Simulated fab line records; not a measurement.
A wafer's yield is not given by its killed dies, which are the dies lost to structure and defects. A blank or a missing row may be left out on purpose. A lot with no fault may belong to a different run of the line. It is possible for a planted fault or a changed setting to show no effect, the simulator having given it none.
Matching of chambers    flow gf180mcu    4 sister chambers for GF_STI_CMP_25 on cmp-01
The step polishes, stops on Si3N4, t overpolish 33 s, target thk 524.6 nm. 7 wafers are shown with their chamber, then 7 later ones without.

== WAFERS WITH THEIR CHAMBER ==
wafer   chamber  motor current A (A)  time to endpoint s (s)
L648.4  3        11.6                 122
L649.2  1        12.1                 123
L651.1  0        10.5                 127
L654.3  3        11.2                 117
L654.6  2        9.5                  123
L662.3  1        11.8                 123
L662.5  2        9.4                  133

== WAFERS MISSING THEIR CHAMBER ==
wafer   motor current A (A)  time to endpoint s (s)
L662.6  11.7                 117
L663.2  12.5                 119
L663.3  10.8                 131
L663.5  11.9                 120
L666.3  11.6                 122
L666.5  11.2                 127
L666.6  11.9                 122

== WHICH CHAMBER EACH ONE RAN IN ==
wafer    from the rows above            in truth
L662.6   can't be placed: 3 or 1        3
L663.2   1                              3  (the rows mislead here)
L663.3   0                              0
L663.5   can't be placed: 1 or 3        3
L666.3   can't be placed: 3 or 1        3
L666.5   can't be placed: 3 or 0 or 1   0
L666.6   1                              1
Correct placement for 2 of the 7. Cannot be placed on the basis of these rows: 4; the candidates contain the true chamber in 4. 1 placed wrongly.
How it was worked out, from the rows above alone: a wafer's distance from a chamber is the root of the sum, over the readings, of the square of ((its reading less the chamber's mean) divided by the reading's scatter). If the next closest chamber is less than 2 further off than the closest, the wafer can't be placed; otherwise it belongs to the closest. A chamber's mean is the mean of its shown wafers. How the scatter is found: for the shown wafers, subtract from each reading the mean of its chamber, square and add these, divide the total by (wafers less chambers), then take the root.
